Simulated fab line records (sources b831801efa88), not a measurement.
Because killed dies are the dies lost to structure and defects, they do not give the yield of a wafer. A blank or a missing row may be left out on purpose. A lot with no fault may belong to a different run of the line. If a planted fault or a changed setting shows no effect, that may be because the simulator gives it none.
8D (eight disciplines) problem report, filled in by code + flow gf180mcu + the parts of the form that need people (team, actions taken, sign-off) are left out

1. PROBLEM STATEMENT
oes product au at GF_STI_ETCH_13 reads a mean of 0.757 a.u. on 6 wafers of 2 lots; wafers without a fault read 0.831 a.u. with a standard deviation of 0.0066. Measured from the usual mean, that is -11 standard deviations.
The step: etches the open film in CHF3/O2, stops on Si, target depth 282.31 nm, time 112.9 s.
Seen first at day 3 08:22 on rie diel-03, wafer L801.1. At this step, 33 wafers from 11 lots have a number in the record. Rule for "out", or "out of limits": more than 4 standard deviations from the usual mean. All remaining wafers that have a number are taken as sound.

2. WHAT IT IS AND WHAT IT IS NOT
| question                    | is                     | is not                                                                                                  |
|-----------------------------|------------------------|---------------------------------------------------------------------------------------------------------|
| which readings at this step | oes product au         | drypump motor current A                                                                                 |
| which lots                  | L801, L804             | L798, L799, L810, L811, L812, L815, L816, L817, L818                                                    |
| which wafers of those lots  | all that have a number | -                                                                                                       |
| read on which tools         | rie diel-03            | rie diel-02, rie diel-04                                                                                |
| when                        | from day 3 08:22       | up to then (6 sound wafers); but 21 sound wafers of L810, L811, L812, L815, L816, L817, L818 came after |

3. WHAT RULES OUT EACH SUSPECT
Counting: any tool at a process step up to the reading is kept as a suspect provided that every lot that is out went through it and no sound lot did after the first of them.
- rie diel-03 at GF_STI_ETCH_13 (etches the open film in CHF3/O2, stops on Si, target depth 282.31 nm, time 112.9 s): ruled out as a lasting fault. Following L801 (day 3 08:22), the first lot on it that is out, the sound lots L815, L818 were run on it.
Left after counting: nothing in the record.

4. THE CAUSE (what the simulator had put in)
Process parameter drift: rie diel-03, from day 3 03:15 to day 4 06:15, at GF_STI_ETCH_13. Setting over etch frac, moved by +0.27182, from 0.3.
Counting ruled it out, wrongly.

5. THE EFFECT CHAIN, in route order
Each row: a reading where the mean over the struck wafers with a number is more than 3 standard deviations away from the usual. Scope: only readings with a usual standard deviation given in the record; hours: median across lots of the time from each lot's start at the first step in this table that gives one to its start at this step; sigmas: change in usual standard deviations.
| hours | step            | reading                  | usual      | on struck wafers | change | sigmas |
|-------|-----------------|--------------------------|------------|------------------|--------|--------|
| 0     | GF_STI_ETCH_13  | oes product au           | 0.831 a.u. | 0.757            | -0.074 | -11    |
| 0     | GF_STI_STRIP_15 | oes product au           | 0.388 a.u. | 0.367            | -0.021 | -3.8   |
| 0     | GF_STI_STRIP_15 | strip time to endpoint s | 3.81 s     | 3.28             | -0.53  | -13    |
Here are the process steps it includes:
- GF_STI_ETCH_13: etches the open film in CHF3/O2, stops on Si, target depth 282.31 nm, time 112.9 s.
- GF_STI_STRIP_15: strips in O2/N2.

6. WHAT WOULD HAVE CAUGHT IT SOONER
In this record no reading fell out of limits until day 3 08:22, 5 hours after the fault had begun at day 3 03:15.
